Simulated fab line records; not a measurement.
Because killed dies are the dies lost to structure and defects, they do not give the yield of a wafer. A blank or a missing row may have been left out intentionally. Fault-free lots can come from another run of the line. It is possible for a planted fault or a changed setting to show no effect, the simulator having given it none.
Which tool was responsible? | flow gf180mcu | 13 lots, 39 wafers sampled, at 5 steps of a route of 602

WHAT EACH GAUGE READ, for each wafer
GF_HV_LDD_CD_MEAS_07: the cd target is 400 nm. Usual: cd nm reads 399.6 nm (standard deviation 2.3).
lot  | measured     | on        | cd nm (nm)        | flag
L905 | day 10 03:17 | cd sem-02 | 402.5 401.1 402.0 |
L907 | day 10 10:26 | cd sem-02 | 400.2 398.0 399.2 |
L909 | day 11 04:29 | cd sem-02 | 402.1 401.9 401.8 |
L910 | day 11 13:26 | cd sem-01 | 398.1 399.8 401.3 |
L911 | day 12 01:35 | cd sem-02 | 400.2 400.7 400.2 |
L914 | day 12 19:54 | cd sem-02 | 398.4 398.5 398.6 |
L915 | day 13 02:48 | cd sem-02 | 396.1 395.5 395.7 |
L919 | day 14 02:54 | cd sem-02 | 402.2 399.3 400.8 |
L921 | day 14 15:59 | cd sem-01 | 401.7 402.4 403.0 |
L922 | day 14 23:53 | cd sem-01 | 393.7 395.8 396.2 |
L924 | day 15 11:58 | cd sem-01 | 399.5 399.0 399.2 |
L925 | day 15 19:27 | cd sem-01 | 401.2 400.2 400.9 |
L926 | day 16 03:22 | cd sem-02 | 394.3 397.3 396.9 |

GF_HV_LDD_RS_MEAS_53: uses a four-point probe to measure. Usual: HV_LDD_RS gives 419.1 ohm/sq (standard deviation 0.97).
lot  | measured     | on            | HV_LDD_RS (ohm/sq) | flag
L905 | day 12 09:43 | film metro-01 | 417.5 418.1 418.7  |
L907 | day 12 18:42 | film metro-01 | 419.1 419.4 418.0  |
L909 | day 13 15:13 | film metro-04 | 420.4 419.9 419.4  |
L910 | day 14 00:37 | film metro-04 | 419.3 419.9 419.7  |
L911 | day 14 14:07 | film metro-02 | 418.0 420.2 418.8  |
L914 | day 15 10:44 | film metro-01 | 418.3 418.9 419.6  |
L915 | day 15 17:02 | film metro-04 | 419.6 419.6 419.9  |
L919 | day 16 20:17 | film metro-04 | 419.0 419.9 420.5  |
L921 | day 17 10:19 | film metro-04 | 418.3 418.4 419.1  |
L922 | day 17 18:28 | film metro-02 | 411.2 412.4 411.7  | OFF
L924 | day 18 09:00 | film metro-01 | 409.4 409.6 409.8  | OFF
L925 | day 18 16:14 | film metro-04 | 419.6 417.7 418.0  |
L926 | day 19 01:05 | film metro-04 | 419.3 419.4 419.8  |

GF_HV_LDD_THK_MEAS_55. Usual: HV_LDD_CVD_54_THK gives 9.91 nm (standard deviation 0.13).
lot  | measured     | on            | HV_LDD_CVD_54_THK (nm) | flag
L905 | day 12 11:01 | film metro-04 | 9.95 10.13 10.05       |
L907 | day 12 20:43 | film metro-02 | 9.87 9.93 9.78         |
L909 | day 13 16:22 | film metro-02 | 9.99 10.02 10.01       |
L910 | day 14 01:46 | film metro-01 | 9.70 9.69 9.69         |
L911 | day 14 15:16 | film metro-02 | 10.02 10.05 9.98       |
L914 | day 15 11:52 | film metro-02 | 10.09 9.98 9.99        |
L915 | day 15 18:35 | film metro-01 | 9.88 10.02 9.98        |
L919 | day 16 22:41 | film metro-04 | 9.85 9.87 10.02        |
L921 | day 17 12:13 | film metro-02 | 9.92 9.76 9.92         |
L922 | day 17 19:35 | film metro-02 | 9.68 9.72 9.68         |
L924 | day 18 10:07 | film metro-04 | 9.98 10.00 10.15       |
L925 | day 18 17:22 | film metro-04 | 9.90 9.81 10.00        |
L926 | day 19 02:13 | film metro-04 | 9.74 9.95 9.83         |

WHAT TOOL EACH LOT RAN ON (gives the tool, then ch and the chambers of the sampled wafers, and finally the start)
lot  | GF_HV_LDD_STRIP_10                   | GF_HV_LDD_IMPLANT_35
L905 | plasma asher-01 ch 0,1, day 10 03:35 | implanter-02 ch 0, day 11 15:12
L907 | plasma asher-04 ch 0,1, day 10 10:44 | implanter-02 ch 0, day 11 22:42
L909 | plasma asher-01 ch 0,1, day 11 04:47 | implanter-02 ch 0, day 12 18:50
L910 | plasma asher-02 ch 0,1, day 11 13:45 | implanter-01 ch 0, day 13 03:50
L911 | plasma asher-02 ch 0,1, day 12 01:53 | implanter-02 ch 0, day 13 16:48
L914 | plasma asher-02 ch 0,1, day 12 20:11 | implanter-01 ch 0, day 14 12:49
L915 | plasma asher-04 ch 0,1, day 13 03:05 | implanter-02 ch 0, day 14 19:34
L919 | plasma asher-02 ch 0,1, day 14 03:11 | implanter-01 ch 0, day 15 22:13
L921 | plasma asher-02 ch 0,1, day 14 16:17 | implanter-03 ch 0, day 16 11:23
L922 | plasma asher-04 ch 0,1, day 15 00:10 | implanter-02 ch 0, day 16 19:25
L924 | plasma asher-04 ch 0,1, day 15 12:22 | implanter-02 ch 0, day 17 08:47
L925 | plasma asher-01 ch 1, day 15 19:44   | implanter-01 ch 0, day 17 15:49
L926 | plasma asher-04 ch 0,1, day 16 03:38 | implanter-01 ch 0, day 18 00:16
- GF_HV_LDD_STRIP_10: strips in O2/N2.
- GF_HV_LDD_IMPLANT_35

WHAT THE TOOLS THEMSELVES READ (means of the sampled wafers that have a number; where no wafer has one, the mark that the record gives instead)
GF_HV_LDD_STRIP_10. Usual: drypump motor current A 5.9 A, standard deviation 0.51; heater power w 340 W, standard deviation 19; oes product au 0.716 a.u., standard deviation 0.0044; strip time to endpoint s 12.63 s, standard deviation 0.042.
lot  | tool            | drypump motor current A (A) | heater power w (W) | oes product au (a.u.) | strip time to endpoint s (s) | flag
L905 | plasma asher-01 | 5.4                         | 336                | 0.711                 | 12.65                        |
L907 | plasma asher-04 | 6.2                         | 346                | 0.715                 | 12.65                        |
L909 | plasma asher-01 | 5.2                         | 346                | 0.713                 | 12.69                        |
L910 | plasma asher-02 | 5.9                         | 330                | 0.715                 | 12.64                        |
L911 | plasma asher-02 | 6.2                         | 345                | 0.721                 | 12.59                        |
L914 | plasma asher-02 | 6.2                         | 346                | 0.718                 | 12.56                        |
L915 | plasma asher-04 | 6.2                         | 345                | 0.719                 | 12.63                        |
L919 | plasma asher-02 | 5.9                         | 328                | 0.720                 | 12.55                        |
L921 | plasma asher-02 | 5.9                         | 325                | 0.713                 | 12.58                        |
L922 | plasma asher-04 | 6.0                         | 343                | 0.722                 | 12.63                        |
L924 | plasma asher-04 | 6.1                         | 344                | 0.720                 | 12.71                        |
L925 | plasma asher-01 | 5.0                         | 346                | 0.719                 | 12.62                        |
L926 | plasma asher-04 | 6.1                         | 341                | 0.714                 | 12.68                        |

GF_HV_LDD_IMPLANT_35. Usual: beam energy keV 60.000, standard deviation 0.017; beam on s 10.00 s, standard deviation 0.21; tilt deg 30.003 degrees, standard deviation 0.021.
lot  | tool         | beam energy keV | beam on s (s) | tilt deg (degrees) | flag
L905 | implanter-02 | 60.005          | 9.90          | 29.977             |
L907 | implanter-02 | 59.978          | 10.06         | 29.994             |
L909 | implanter-02 | 59.988          | 10.08         | 30.018             |
L910 | implanter-01 | 59.997          | 9.76          | 30.027             |
L911 | implanter-02 | 59.993          | 10.01         | 29.986             |
L914 | implanter-01 | 59.995          | 10.04         | 29.972             |
L915 | implanter-02 | 59.993          | 9.91          | 30.009             |
L919 | implanter-01 | 59.989          | 10.07         | 30.003             |
L921 | implanter-03 | 60.000          | 10.10         | 29.998             |
L922 | implanter-02 | 52.494          | 10.06         | 30.022             | OFF
L924 | implanter-02 | 52.485          | 10.11         | 30.013             | OFF
L925 | implanter-01 | 59.979          | 10.12         | 29.998             |
L926 | implanter-01 | 60.010          | 9.84          | 30.038             |

THE ANSWER, worked out from the rows above alone
Rule: a lot counts as off when the mean over its wafers that have a number is more than 3 standard deviations away from the usual mean. Also off: a lot with no number at a reading for which 4 or more lots have one. Where the step has rows for the other lots, those lots are counted as sound. The gauges are gone through in route order, then the tools' own readings, and for those a lot's mean is taken as printed above. The first step at which some lot is off is used, and at that step the reading that is off furthest; a lot without a number counts as furthest.
Off: L922, L924, at GF_HV_LDD_RS_MEAS_53 (HV_LDD_RS).
A tool fits if, at a process step before that reading, it ran every lot that is off, and no sound lot after the first of them. Not tried: the gauges at GF_HV_LDD_RS_MEAS_53; whatever is off there is also off at GF_HV_LDD_IMPLANT_35, on other tools, and gauge error can't account for it. One candidate fits, namely implanter-02 at GF_HV_LDD_IMPLANT_35. A fault onset in the window from L915 (day 14 19:34, its last sound lot) to L922 (day 16 19:25, its first lot off) fits.
On the lots that are off, the tool's own readings at GF_HV_LDD_IMPLANT_35 differ by more than 5 times the standard deviation of the sound lots' means, which bears it out; beam energy keV reads 52.489 there versus 59.993 on the sound lots.

WHAT THE SIMULATOR PUT IN
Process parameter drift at GF_HV_LDD_IMPLANT_35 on implanter-02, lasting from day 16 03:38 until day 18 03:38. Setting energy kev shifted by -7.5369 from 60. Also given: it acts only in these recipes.
Lots struck among those shown: L922, L924. The rule above found the same.
